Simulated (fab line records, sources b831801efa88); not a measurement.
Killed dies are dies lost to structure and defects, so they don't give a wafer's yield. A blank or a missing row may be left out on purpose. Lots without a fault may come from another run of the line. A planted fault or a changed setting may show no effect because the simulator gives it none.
fab line records | flow sky130 | part 2 of 2: steps 33 to 46 of 46
record lots=5 wafers=15 last_day=49
route steps=708 shown SD_P@327 RES_XHIGH@332 SD_N@342 SALICIDE@361 LI_CONTACT@362
lots that met no fault: from a run of the same line without faults
start_h: hours from the record's first day to the start of the lot's first wafer shown | wait_h: hours since the lot's step before | " the same as in the row above | L1.1+2: a row that stands for several wafers | - no value, or no start given | * or withheld: withheld | < > ~ a bound
route shown NAME@n: a module of which the file shows steps, and the number in the route of the first | usual: mean/standard deviation of fault-free wafers | same: alike in all rows | chamber/n: place in a boat | sites: the reading at each site | _std_site: their standard deviation | _edge_site: outer sites' mean less inner sites' | radius_mm: how far each site lies from the wafer's centre | mask NAME#n: copy n | behind: the tool/chamber that last shaped the wafer | hold: why the lot was held/for how many hours/how that ended | device: the transistor (n, p or np) that didn't switch | end of line: the same wafers' tests at the end of the route | a step without rows: its recipe alone | killed: dies lost to structure and defects at the first sort, not the wafer's yield | map: a wafer's dies, x killed, . not, _ none there
set.NAME: the setting as run; set.NAME@STEP: as run at that earlier step | model.NAME: the simulator's own value behind a step, which no gauge read
lots at some steps of the route; a table a step, a row a wafer
services: from which hour (start_h, from the record's first day; less than 0 if before it) a tool's chamber was out of use, for how many hours, and why
## steps
# step SKY_SD_N_RS_MEAS_18
# recipe thk_meas_gauge=four-point-probe
# usual RES_XHIGH_RS=333.6/1.3
# columns lot.wafer tool chamber start_h wait_h RES_XHIGH_RS[ohm/sq]
L075.1 film_metro-03 - 653.01 0.1 331.9
L075.2 " - " " 333.3
L075.4 " - " " 330.5
L082.2 film_metro-01 - 719.68 0.1 332.9
L082.3 " - " " 331.5
L082.4 " - " " 334.0
L087.3 film_metro-01 - 757.20 0.1 334.6
L087.4 " - " " 333.9
L087.5 " - " " 334.1
L088.1 film_metro-03 - 775.02 0.1 333.8
L088.3 " - " " 333.6
L088.4 " - " " 333.4
L093.2 film_metro-03 - 812.73 0.1 335.0
L093.3 " - " " 335.0
L093.6 " - " " 335.4
# step SKY_SALICIDE_CLEAN_00
# recipe chemistry=HF-last time_s=30.72 dilution=100:1 dry=ipa_marangoni
# same time_s=30.72
# columns lot.wafer tool chamber start_h wait_h
L075.1+2+4 wet_bench-01 0 653.13 0.1
L082.2+3+4 wet_bench-03 2 719.78 0.1
L087.3+4+5 wet_bench-04 2 757.28 0.1
L088.1+3+4 wet_bench-04 1 775.14 0.1
L093.2+3+6 wet_bench-04 0 812.83 0.1
# step SKY_LI_CONTACT_HDPCVD_00
# recipe material=PSG target_thk_nm=930 sigma_open_frac=0.3 time_s=155 temp_c=600 sih4_flow_sccm=60 pressure_mtorr=6
# same time_s=155
# columns lot.wafer tool chamber start_h wait_h
L075.1+2+4 hdpcvd-02 2,1,1 653.15 0.0
L082.2+3+4 hdpcvd-02 0,2,0 719.80 0.0
L087.3+4+5 hdpcvd-01 1,2,0 757.29 0.0
L088.1+3+4 hdpcvd-01 1,2,2 775.16 0.0
L093.2+3+6 hdpcvd-01 0,1,2 812.84 0.0
# step SKY_LI_CONTACT_THK_MEAS_01
# recipe reads=PSG_of_LI_CONTACT_HDPCVD_00
# usual LI_CONTACT_HDPCVD_THK=930/10
# columns lot.wafer tool chamber start_h wait_h LI_CONTACT_HDPCVD_THK[nm]
L075.1 film_metro-04 - 653.25 0.1 927
L075.2 " - " " 938
L075.4 " - " " 933
L082.2 film_metro-04 - 719.91 0.1 925
L082.3 " - " " 954
L082.4 " - " " 930
L087.3 film_metro-04 - 757.42 0.1 922
L087.4 " - " " 932
L087.5 " - " " 929
L088.1 film_metro-04 - 775.26 0.1 920
L088.3 " - " " 929
L088.4 " - " " 929
L093.2 film_metro-01 - 812.96 0.1 931
L093.3 " - " " 934
L093.6 " - " " 936
# step SKY_LI_CONTACT_CMP_02
# recipe material=PSG down_force_psi=4 platen_rpm=60 pad_velocity_m_s=0.94248
# usual motor_current_A=12.3/1.2 time_to_endpoint_s=32/3.1
# columns lot.wafer tool chamber start_h wait_h motor_current_A time_to_endpoint_s
L075.1 cmp-02 3 653.36 0.1 10.6 34
L075.2 " 0 " " 12.4 36
L075.4 " 1 " " 12.7 32
L082.4 cmp-02 2 719.96 0.0 12.0 29
L082.3 " 3 " " 9.9 39
L082.2 " 1 " " 13.3 31
L087.4 cmp-02 3 759.12 1.7 10.6 36
L087.3 " 2 " " 12.4 30
L087.5 " 0 " " 12.4 34
L088.4 cmp-02 2 775.37 0.1 11.6 27
L088.3 " 3 " " 10.4 35
L088.1 " 0 " " 12.3 32
L093.2 cmp-02 3 813.01 0.0 10.5 37
L093.3 " 1 " " 12.6 34
L093.6 " 3 " " 10.8 38
# step SKY_LI_CONTACT_BOW_MEAS_03
# recipe mode=bow
# usual LI_CONTACT_BOW=55/6.5
# columns lot.wafer tool chamber start_h wait_h LI_CONTACT_BOW[um]
L075.1 film_metro-03 - 653.61 0.2 62
L075.2 " - " " 54
L075.4 " - " " 53
L082.2 film_metro-04 - 720.28 0.1 53
L082.3 " - " " 49
L082.4 " - " " 50
L087.3 film_metro-03 - 759.46 0.1 57
L087.4 " - " " 54
L087.5 " - " " 51
L088.1 film_metro-01 - 775.62 0.1 50
L088.3 " - " " 60
L088.4 " - " " 46
L093.2 film_metro-03 - 813.33 0.3 53
L093.3 " - " " 51
L093.6 " - " " 59
# step SKY_LI_CONTACT_DEHYDRATE_04
# recipe temp_c=200 time_s=60
# same time_s=60
# columns lot.wafer tool chamber start_h wait_h
L075.1+2+4 litho_track-01 0 667.58 13.9
L082.2+3+4 litho_track-04 0 733.64 13.3
L087.3+4+5 litho_track-04 0 770.27 10.8
L088.1+3+4 litho_track-04 0 788.87 13.2
L093.2+3+6 litho_track-03 0 824.74 11.4
# step SKY_LI_CONTACT_HMDS_05
# recipe prime_time_s=60 prime_temp_c=120
# columns lot.wafer tool chamber start_h wait_h
L075.1+2+4 litho_track-01 0 667.73 0.1
L082.2+3+4 litho_track-04 0 733.79 0.1
L087.3+4+5 litho_track-04 0 770.42 0.1
L088.1+3+4 litho_track-04 0 789.02 0.1
L093.2+3+6 litho_track-03 0 824.89 0.1
# step SKY_LI_CONTACT_COAT_06
# recipe resist=BARC temp_c=withheld time_s=withheld spin_rpm=3000 resist_thk_nm=60
# columns lot.wafer tool chamber start_h wait_h
L075.1+2+4 litho_track-01 0 667.88 0.1
L082.2+3+4 litho_track-04 0 733.94 0.1
L087.3+4+5 litho_track-04 0 770.57 0.1
L088.1+3+4 litho_track-04 0 789.17 0.1
L093.2+3+6 litho_track-03 0 825.04 0.1
# step SKY_LI_CONTACT_COAT_07
# recipe resist=KrF-thick spin_rpm=3000 resist_thk_nm=450
# columns lot.wafer tool chamber start_h wait_h
L075.1+2+4 litho_track-01 0 - -
L082.2+3+4 litho_track-04 0 - -
L087.3+4+5 litho_track-04 0 - -
L088.1+3+4 litho_track-04 0 - -
L093.2+3+6 litho_track-03 0 - -
# step SKY_LI_CONTACT_SOFTBAKE_08
# recipe temp_c=100 time_s=90 resist=KrF-thick
# same time_s=90
# columns lot.wafer tool chamber start_h wait_h
L075.1+2+4 litho_track-01 0 - -
L082.2+3+4 litho_track-04 0 - -
L087.3+4+5 litho_track-04 0 - -
L088.1+3+4 litho_track-04 0 - -
L093.2+3+6 litho_track-03 0 - -
# step SKY_LI_CONTACT_EXPOSE_09
# recipe mask_id=LICM1 na=0.8 source_shape=annular sigma_inner=0.55 sigma_outer=0.85 target_cd_nm=170 dose_mj=38
# columns lot.wafer tool chamber start_h wait_h mask
L075.1+2+4 krf_scanner-01 0 - - LICM1#0
L082.2+3+4 krf_scanner-02 0 - - LICM1#0
L087.3+4+5 krf_scanner-01 0 - - LICM1#0
L088.1+3+4 krf_scanner-01 0 - - LICM1#0
L093.2+3+6 krf_scanner-02 0 - - LICM1#0
# step SKY_LI_CONTACT_PEB_10
# recipe peb_temp_c=withheld peb_time_s=withheld resist=KrF-thick
# columns lot.wafer tool chamber start_h wait_h
L075.1+2+4 litho_track-01 0 - -
L082.2+3+4 litho_track-01 0 - -
L087.3+4+5 litho_track-04 0 - -
L088.1+3+4 litho_track-03 0 - -
L093.2+3+6 litho_track-01 0 - -
# step SKY_LI_CONTACT_DEVELOP_11
# recipe develop_time_s=60 resist=KrF-thick dev_temp_c=21
# columns lot.wafer tool chamber start_h wait_h
L075.1+2+4 litho_track-01 0 - -
L082.2+3+4 litho_track-01 0 - -
L087.3+4+5 litho_track-04 0 - -
L088.1+3+4 litho_track-03 0 - -
L093.2+3+6 litho_track-01 0 - -
## services
# columns tool chamber start_h hours kind
implanter-03 - 576.74 0.6 repair
plasma_asher-02 - 581.61 2.8 pm
hdpcvd-01 - 583.64 0.5 repair
plasma_asher-02 - 592.81 21.6 repair
iline_stepper-02 - 600.70 7.9 repair
iline_stepper-02 - 609.86 1.7 pm
plasma_asher-02 - 636.50 14.6 pm
iline_stepper-01 - 644.66 1.7 pm
iline_stepper-02 - 649.82 4.4 pm
plasma_asher-01 - 656.32 3.0 repair
iline_stepper-01 - 715.54 0.6 repair
iline_stepper-02 - 720.59 4.3 pm
plasma_asher-01 - 733.02 1.4 repair
plasma_asher-01 - 734.38 9.0 pm
cmp-02 - 749.27 0.5 repair
cmp-02 - 755.12 4.0 pm
implanter-03 - 770.29 3.5 repair
cmp-02 - 778.03 1.2 repair
iline_stepper-02 - 780.60 4.8 repair
cmp-02 - 787.16 1.4 repair
plasma_asher-02 - 802.34 1.6 repair
cmp-02 - 817.41 0.7 repair
cmp-02 - 822.45 20.0 pm
iline_stepper-02 - 828.04 1.7 pm
